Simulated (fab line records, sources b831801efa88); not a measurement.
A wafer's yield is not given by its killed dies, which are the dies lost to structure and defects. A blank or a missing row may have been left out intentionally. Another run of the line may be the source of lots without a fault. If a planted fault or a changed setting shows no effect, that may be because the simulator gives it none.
A lot that was struck, set against a sound lot / flow sky130 / 25 out of 708 route steps
Sound: wafers L725.2, L725.4, L725.6. Wafers L718.1, L718.2, L718.3 were the ones struck. The cause is given at the end.
Per side, at each step with rows, come the tool, then ch with its chambers, and then its first start. Under that, the readings that differ: sound wafers / struck wafers / difference of the means / sigmas: that difference in standard deviations of wafers without a fault.
alike: readings with means less than 2 such deviations apart, plus words and numbers identical on both sides. not compared: withheld readings, readings lacking a value on some wafer, bounds such as >300 that could conceal the same value, and numbers that have no deviation in the record and whose values overlap.
Wherever a step has rows on one side only, a row that says differs or no value, or a row with sigmas, the two part there. Non-overlapping numbers with no deviation appear without sigmas and do not part them. A reading that every wafer of one side lacks parts them only if that side has two wafers or more.

first, 9 steps without rows for these wafers: SKY_LI_CONTACT_ETCH_14 (etches BARC in N2/H2, stops on SiO2, time 45.9 s, target depth 60 nm); SKY_LI_CONTACT_ETCH_15 (etches PSG in C4F8/O2/Ar, stops on Si, target depth 600 nm); SKY_LI_CONTACT_STRIP_16 (strips in O2/N2); SKY_LI_CONTACT_CLEAN_17 (cleans in NMP, time 600 s); SKY_LI_CONTACT_PRE_CLEAN_18 (time 5.6 s); SKY_LI_CONTACT_SPUTTER_19 (material Ti, target thk 20 nm, time 106.37 s); SKY_LI_CONTACT_SPUTTER_20 (material TiN, target thk 20 nm, time 80 s); SKY_LI_CONTACT_CVD_21 (deposits W, target thk 400 nm, time 120.56 s); SKY_LI_CONTACT_CMP_24 (polishes, stops on PSG, t overpolish 20 s, target thk 0 nm).
SKY_LOCAL_INTERCONNECT_SPUTTER_00: material TiN, target thk 100 nm, time 83.3 s.
  sound on pvd sputter-02 at day 35 16:40; struck on pvd sputter-04 at day 33 19:20
reading=model.TiN_of_LOCAL_INTERCONNECT_SPUTTER_00.thk nm (nm); sound=101.2 101.2 100.5; struck=90.76 90.42 89.85; difference=-10.62; sigmas=
  alike: throttle valve pct
SKY_LOCAL_INTERCONNECT_RS_MEAS_01: measures by four-point-probe.
  sound on film metro-04 at day 35 16:44; struck on film metro-04 at day 33 19:47
reading=LOCAL_INTERCONNECT_TIN_RS (ohm/sq); sound=13.93 13.95 14.08; struck=15.66 15.75 15.79; difference=+1.75; sigmas=+15
  not compared: hold
SKY_LOCAL_INTERCONNECT_THK_MEAS_02: measures by xrf.
  sound on film metro-04 at day 35 16:51; struck on film metro-04 at day 34 00:00
reading=LOCAL_INTERCONNECT_TIN_THK (nm); sound=102.3 102.2 101.7; struck=90.9 91.1 90.8; difference=-11.1; sigmas=-12
  not compared: hold
then, 8 steps without rows for these wafers: SKY_LOCAL_INTERCONNECT_HMDS_04 (prime time 60 s); SKY_LOCAL_INTERCONNECT_COAT_05 (resist thk 60 nm); SKY_LOCAL_INTERCONNECT_COAT_06 (resist thk 450 nm); SKY_LOCAL_INTERCONNECT_SOFTBAKE_07 (time 90 s); SKY_LOCAL_INTERCONNECT_EXPOSE_08 (exposes mask LI1M, target cd 170 nm); SKY_LOCAL_INTERCONNECT_PEB_09; SKY_LOCAL_INTERCONNECT_DEVELOP_10 (develop time 60 s); SKY_LOCAL_INTERCONNECT_ETCH_13 (etches BARC in N2/H2, stops on SiO2, time 45.9 s, target depth 60 nm).
SKY_LOCAL_INTERCONNECT_METAL_ETCH_14: etches TiN in Cl2/BCl3, stops on PSG, target depth 110 nm, time 31.4 s.
  sound on rie metal-02 ch 0,1, day 36 19:25; struck on rie metal-02 ch 0,1, day 34 21:34
reading=oes product au (a.u.); sound=0.951 0.947 0.938; struck=0.889 0.889 0.889; difference=-0.056; sigmas=-9
reading=throttle valve pct (%); sound=21.896 21.906 21.905; struck=21.927 21.938 21.933; difference=+0.030; sigmas=+3
  alike: bias w, drypump motor current A
  not compared: rf hours counter h
then, 1 step without rows for these wafers: SKY_LOCAL_INTERCONNECT_STRIP_15 (strips in O2/N2).
SKY_LOCAL_INTERCONNECT_STRIP_16: strips in post etch residue remover, time 1200 s.
  sound on wet bench-02 ch 2, day 36 19:34; struck on wet bench-02 ch 3, day 34 21:44
reading=model.TiN_of_LOCAL_INTERCONNECT_SPUTTER_00.thk nm (nm); sound=100.8 100.8 100.1; struck=90.35 90.01 89.44; difference=-10.63; sigmas=
then, 1 step without rows for these wafers: SKY_LOCAL_INTERCONNECT_CLEAN_17 (cleans in IPA, time 180 s).
-- a jump in the record: the struck wafers' starts before and after are 15 days apart (it breaks off in module LOCAL_INTERCONNECT and resumes in module PAD_OPEN, where the first step shown is number 708 of the route) --
SKY_PAD_OPEN_PROBE_99:
  sound on prober-02 at day 50 20:01; struck on prober-01 at day 49 12:50
reading=model.etest.res li.line ohm um; sound=76.1 74.72 76.54; struck=82.61 82.83 83.55; difference=+7.21; sigmas=
reading=model.etest.res li.rs ohm sq; sound=12.76 12.7 12.74; struck=14.16 14.24 14.13; difference=+1.44; sigmas=
  alike: killed_at_M0_to_M3, killed_at_M4_up, killed at contacts, killed at front end, killed dies, killed open, killed short

WHERE THEY PART
At SKY_LOCAL_INTERCONNECT_RS_MEAS_01 first; at SKY_LOCAL_INTERCONNECT_METAL_ETCH_14 last (within this record only). Later steps at which nothing parts them and some readings are alike: SKY_PAD_OPEN_PROBE_99.

WHY: what the simulator had put in
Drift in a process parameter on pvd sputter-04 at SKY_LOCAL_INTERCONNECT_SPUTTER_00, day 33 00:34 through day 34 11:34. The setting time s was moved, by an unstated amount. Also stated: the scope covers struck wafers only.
